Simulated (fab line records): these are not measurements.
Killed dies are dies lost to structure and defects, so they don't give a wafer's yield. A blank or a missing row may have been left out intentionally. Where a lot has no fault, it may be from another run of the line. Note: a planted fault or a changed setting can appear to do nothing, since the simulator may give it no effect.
What tool caused it?    flow gf180mcu    33 wafers from 11 lots sampled at 6 of the route's 602 steps

WHAT THE GAUGES SHOWED, per wafer
GF_V3_THK_MEAS_01.
lot   measured      on             V3_CVD_00_THK (nm)
L335  day 21 18:56  film metro-03  605 599 609
L337  day 22 14:50  film metro-03  589 596 591
L338  day 22 21:26  film metro-03  603 591 603
L339  day 23 08:00  film metro-04  603 607 606
L340  day 23 13:13  film metro-02  615 599 606
L341  day 23 23:38  film metro-04  611 597 599
L342  day 24 08:22  film metro-04  597 605 601
L347  day 26 03:19  film metro-02  603 598 598
L349  day 26 16:40  film metro-02  609 605 604
L351  day 27 05:59  film metro-03  599 604 602
L352  day 27 12:54  film metro-03  606 602 600

GF_V3_RS_MEAS_24: a four-point-probe measurement.
lot   measured      on             V3_W_RS (ohm/sq)
L335  day 22 20:27  film metro-04  0.324 0.325 0.325
L337  day 23 15:12  film metro-02  0.322 0.326 0.330
L338  day 23 21:56  film metro-02  0.319 0.320 0.323
L339  day 24 08:08  film metro-02  0.328 0.327 0.323
L340  day 24 13:19  film metro-04  0.324 0.325 0.324
L341  day 24 23:49  film metro-02  0.328 0.328 0.325
L342  day 25 08:04  film metro-04  0.322 0.324 0.326
L347  day 27 01:39  film metro-04  0.331 0.381 0.382
L349  day 27 14:32  film metro-03  0.382 0.328 0.327
L351  day 28 03:25  film metro-02  0.325 0.327 0.326
L352  day 28 10:24  film metro-04  0.328 0.326 0.330

GF_V3_THK_MEAS_25: measures by xrf.
lot   measured      on             V3_W_THK (nm)
L335  day 22 20:34  film metro-04  338 336 337
L337  day 23 15:18  film metro-02  353 346 342
L338  day 23 22:03  film metro-02  352 351 349
L339  day 24 08:16  film metro-02  343 345 347
L340  day 24 13:26  film metro-04  342 339 338
L341  day 24 23:55  film metro-02  343 341 346
L342  day 25 08:10  film metro-04  342 340 337
L347  day 27 01:45  film metro-04  331 290 290
L349  day 27 14:40  film metro-03  294 337 341
L351  day 28 03:31  film metro-02  345 343 342
L352  day 28 10:31  film metro-04  337 338 335

WHAT TOOL EACH LOT RAN ON (gives the tool, then ch and the chambers of the sampled wafers, and finally the start)
lot   GF_M3_SPUTTER_02              GF_V3_SPUTTER_22              GF_V3_CVD_23
L335  pvd sputter-03, day 20 17:27  pvd sputter-04, day 22 20:18  cvd w-02 ch 0,1, day 22 20:20
L337  pvd sputter-01, day 21 13:52  pvd sputter-01, day 23 15:01  cvd w-01 ch 0,1, day 23 15:05
L338  pvd sputter-03, day 21 20:31  pvd sputter-04, day 23 21:46  cvd w-01 ch 0,1, day 23 21:49
L339  pvd sputter-03, day 22 07:25  pvd sputter-04, day 24 07:59  cvd w-02 ch 0, day 24 08:02
L340  pvd sputter-04, day 22 13:23  pvd sputter-01, day 24 13:10  cvd w-01 ch 0, day 24 13:12
L341  pvd sputter-04, day 22 23:52  pvd sputter-02, day 24 23:37  cvd w-01 ch 0,1, day 24 23:41
L342  pvd sputter-01, day 23 08:58  pvd sputter-04, day 25 07:53  cvd w-01 ch 0,1, day 25 07:55
L347  pvd sputter-01, day 25 04:33  pvd sputter-01, day 27 01:28  cvd w-02 ch 0,1, day 27 01:32
L349  pvd sputter-03, day 25 18:12  pvd sputter-04, day 27 14:23  cvd w-02 ch 0,1, day 27 14:26
L351  pvd sputter-01, day 26 08:20  pvd sputter-01, day 28 03:13  cvd w-01 ch 0,1, day 28 03:18
L352  pvd sputter-03, day 26 16:02  pvd sputter-02, day 28 10:15  cvd w-01 ch 0,1, day 28 10:17
- GF_M3_SPUTTER_02: material AlCu, target thk 450 nm, time 23.9 s.
- GF_V3_SPUTTER_22: material TiN, target thk 10 nm, time 40 s.
- GF_V3_CVD_23: deposits W, target thk 350 nm, time 104.9 s.

WHAT THE TOOLS THEMSELVES READ (means of the sampled wafers that have a number; where no wafer has one, the mark that the record gives instead)
GF_M3_SPUTTER_02.
lot   tool            throttle valve pct (%)
L335  pvd sputter-03  28.8
L337  pvd sputter-01  30.4
L338  pvd sputter-03  30.3
L339  pvd sputter-03  29.8
L340  pvd sputter-04  30.1
L341  pvd sputter-04  30.2
L342  pvd sputter-01  30.6
L347  pvd sputter-01  30.2
L349  pvd sputter-03  29.8
L351  pvd sputter-01  30.2
L352  pvd sputter-03  30.1

GF_V3_SPUTTER_22.
lot   tool            throttle valve pct (%)
L335  pvd sputter-04  30.7
L337  pvd sputter-01  30.2
L338  pvd sputter-04  30.4
L339  pvd sputter-04  30.9
L340  pvd sputter-01  30.9
L341  pvd sputter-02  30.0
L342  pvd sputter-04  30.9
L347  pvd sputter-01  30.3
L349  pvd sputter-04  30.3
L351  pvd sputter-01  30.8
L352  pvd sputter-02  30.3

GF_V3_CVD_23.
lot   tool      chamber pressure Torr (Torr)  heater power w (W)
L335  cvd w-02  40.06                         828
L337  cvd w-01  40.00                         923
L338  cvd w-01  40.00                         926
L339  cvd w-02  40.01                         802
L340  cvd w-01  40.07                         933
L341  cvd w-01  39.91                         952
L342  cvd w-01  40.05                         928
L347  cvd w-02  40.08                         837
L349  cvd w-02  40.07                         819
L351  cvd w-01  40.02                         935
L352  cvd w-01  39.89                         925

THE ANSWER, worked out from the rows above alone
Rule: usual is defined by the lots themselves. The widest of any qualifying gaps counts: lots, ordered by their means at a reading, are off when they make up no more than a third of the lots, leave a main group of 4 or more, and stand apart from it by 3 or more times the standard deviation of that group's means. The tables above print the reading to a certain number of digits; a main group whose means all agree to those digits is not used. A lot without any number at a reading at which 4 lots or more have one is off too. The other lots that the step has rows for count as sound. After the gauges, taken in route order, come the tools' own readings; for these a lot's mean is taken, as printed above. At the first step where some lot is off, the reading lying furthest off is the one used; lots without a number count as furthest.
Off: L347, L349, seen at GF_V3_RS_MEAS_24 (V3_W_RS). Mean 0.325 ohm/sq and standard deviation 0.002 in the main group.
A tool fits if, at a process step before that reading, it ran every lot that is off, and no sound lot after the first of them. The gauges at GF_V3_RS_MEAS_24 are tried like those tools. One fits: cvd w-02 at GF_V3_CVD_23. Its last sound lot is L339 (day 24 08:02), its first lot that is off L347 (day 27 01:32): a fault that began between those two fits.

WHAT HAD BEEN PUT IN BY THE SIMULATOR
cvd w-02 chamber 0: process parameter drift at GF_V3_CVD_23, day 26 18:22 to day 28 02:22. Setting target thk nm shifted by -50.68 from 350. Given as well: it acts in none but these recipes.
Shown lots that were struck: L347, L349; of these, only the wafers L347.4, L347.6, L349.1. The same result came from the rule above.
